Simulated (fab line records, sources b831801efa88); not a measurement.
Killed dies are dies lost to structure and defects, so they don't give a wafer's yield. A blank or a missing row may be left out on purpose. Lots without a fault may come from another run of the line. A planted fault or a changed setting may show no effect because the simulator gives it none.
Which tool did it? | flow sky130 | 13 lots, 38 wafers sampled, at 5 steps of a route of 708

WHAT THE GAUGES READ, wafer by wafer
SKY_POLY_CUT_CD_MEAS_08: target cd 270 nm. Usual: cd_nm 270.0 nm, standard deviation 1.5.
lot  | measured     | on        | cd_nm (nm)        | flag
L251 | day 24 02:26 | cd_sem-01 | 269.2 269.4 270.2 |
L252 | day 24 17:53 | cd_sem-01 | 269.1 269.5 270.0 |
L253 | day 25 07:22 | cd_sem-01 | 269.8 269.1 269.6 |
L254 | day 25 17:25 | cd_sem-02 | 270.9 271.7 271.2 |
L255 | day 25 18:08 | cd_sem-01 | 269.8 269.9 268.6 |
L256 | day 26 01:36 | cd_sem-01 | 267.5 267.8 268.5 |
L257 | day 26 10:04 | cd_sem-01 | 269.6 269.5 270.1 |
L258 | day 26 18:08 | cd_sem-01 | 270.6 269.8 270.0 |
L259 | day 27 09:22 | cd_sem-02 | 271.0 270.0 270.7 |
L264 | day 29 00:53 | cd_sem-02 | 268.6 264.8       |
L270 | day 30 12:38 | cd_sem-02 | 273.0 271.7 272.8 |
L272 | day 31 05:17 | cd_sem-01 | 270.4 272.4 271.8 |
L273 | day 31 06:41 | cd_sem-01 | 270.7 270.4 271.1 |

SKY_LI_CONTACT_OVL_MEAS_13. Usual: LI_CONTACT_OVL 3 nm, standard deviation 5.1.
lot  | measured     | on         | LI_CONTACT_OVL (nm) | flag
L251 | day 29 02:06 | overlay-02 | -1 1 -4             |
L252 | day 29 15:03 | overlay-02 | 2 10 0              |
L253 | day 30 04:34 | overlay-02 | -1 7 0              |
L254 | day 30 12:27 | overlay-01 | 8 9 1               |
L255 | day 30 14:39 | overlay-02 | 5 3 4               |
L256 | day 30 20:46 | overlay-01 | 9 0 8               |
L257 | day 31 05:54 | overlay-01 | -2 0 -5             |
L258 | day 31 12:36 | overlay-01 | 2 -1 4              |
L259 | day 32 03:15 | overlay-01 | -1 1 -4             |
L264 | day 33 16:34 | overlay-02 | 4 3                 |
L270 | day 35 01:04 | overlay-01 | 9 4 11              |
L272 | day 35 16:28 | overlay-01 | 6 7 6               |
L273 | day 35 17:27 | overlay-02 | 6 8 8               |

SKY_LOCAL_INTERCONNECT_OVL_MEAS_12. Usual: LOCAL_INTERCONNECT_OVL -3 nm, standard deviation 5.8.
lot  | measured     | on         | LOCAL_INTERCONNECT_OVL (nm) | flag
L251 | day 30 07:29 | overlay-02 | -2 -4 1                     |
L252 | day 30 21:07 | overlay-02 | -4 -4 -8                    |
L253 | day 31 09:58 | overlay-01 | 0 0 -2                      |
L254 | day 31 17:41 | overlay-01 | 4 4 8                       |
L255 | day 31 20:18 | overlay-01 | 1 0 3                       |
L256 | day 32 01:14 | overlay-01 | -10 -14 -14                 |
L257 | day 32 10:30 | overlay-02 | -5 1 -1                     |
L258 | day 32 16:13 | overlay-02 | -3 9 -1                     |
L259 | day 33 07:46 | overlay-02 | -10 -6 -3                   |
L264 | day 34 19:37 | overlay-01 | 6 -3                        |
L270 | day 36 03:57 | overlay-01 | -1 -1 -4                    |
L272 | day 36 19:12 | overlay-02 | -5 0 -9                     |
L273 | day 36 20:09 | overlay-02 | 2 0 -5                      |

SKY_VIA1_CD_MEAS_12: target cd 150 nm. Usual: cd_nm 149.9 nm, standard deviation 1.5.
lot  | measured     | on        | cd_nm (nm)        | flag
L251 | day 33 19:59 | cd_sem-01 | 151.2 151.6 150.4 |
L252 | day 34 09:34 | cd_sem-02 | 148.7 150.3 149.6 |
L253 | day 34 21:25 | cd_sem-02 | 149.3 149.3 149.3 |
L254 | day 35 05:14 | cd_sem-02 | 150.8 150.9 150.4 |
L255 | day 35 08:43 | cd_sem-01 | 149.3 149.7 148.3 |
L256 | day 35 11:06 | cd_sem-02 | 148.5 149.1 149.7 |
L257 | day 35 20:59 | cd_sem-02 | 146.4 146.8 146.5 |
L258 | day 36 01:31 | cd_sem-01 | 150.0 150.9 153.8 |
L259 | day 36 16:11 | cd_sem-02 | 152.1 152.1 150.9 |
L264 | day 38 05:46 | cd_sem-02 | 148.9 148.4       |
L270 | day 39 12:40 | cd_sem-01 | 150.7 150.3 149.5 |
L272 | day 40 03:05 | cd_sem-01 | 150.8 150.2 150.7 |
L273 | day 40 05:12 | cd_sem-01 | 150.2 150.7 150.1 |

WHICH TOOL RAN EACH LOT (tool, then ch and the chambers of the sampled wafers, then the start)
lot  | SKY_POLY_CUT_EXPOSE_05
L251 | krf_scanner-01 ch 0, day 23 12:10
L252 | krf_scanner-02 ch 0, day 24 02:46
L253 | krf_scanner-01 ch 0, day 24 16:46
L254 | krf_scanner-01 ch 0, day 25 03:37
L255 | krf_scanner-02 ch 0, day 25 04:34
L256 | krf_scanner-02 ch 0, day 25 10:44
L257 | krf_scanner-02 ch 0, day 25 18:44
L258 | krf_scanner-02 ch 0, day 26 04:28
L259 | krf_scanner-01 ch 0, day 26 18:50
L264 | krf_scanner-01 ch 0, day 28 10:30
L270 | krf_scanner-02 ch 0, day 29 23:09
L272 | krf_scanner-02 ch 0, day 30 15:06
L273 | krf_scanner-02 ch 0, day 30 16:14
- SKY_POLY_CUT_EXPOSE_05: exposes mask NPCM, target cd 270 nm.

WHAT THE TOOLS THEMSELVES READ (means of the sampled wafers that have a number; where no wafer has one, the mark that the record gives instead)
The record holds no such reading with a usual standard deviation.

THE ANSWER, worked out from the rows above alone
Rule: a lot is off if the mean of its wafers that have a number lies more than 3 standard deviations from the usual mean. A lot without any number at a reading at which 4 lots or more have one is off too. The other lots that the step has rows for count as sound. The gauges are gone through in route order, then the tools' own readings, and for those a lot's mean is taken as printed above. The first step at which some lot is off is used, and at that step the reading that is off furthest; a lot without a number counts as furthest.
No lot is off at any reading shown: from this, nothing can be told.

WHAT THE SIMULATOR HAD PUT IN
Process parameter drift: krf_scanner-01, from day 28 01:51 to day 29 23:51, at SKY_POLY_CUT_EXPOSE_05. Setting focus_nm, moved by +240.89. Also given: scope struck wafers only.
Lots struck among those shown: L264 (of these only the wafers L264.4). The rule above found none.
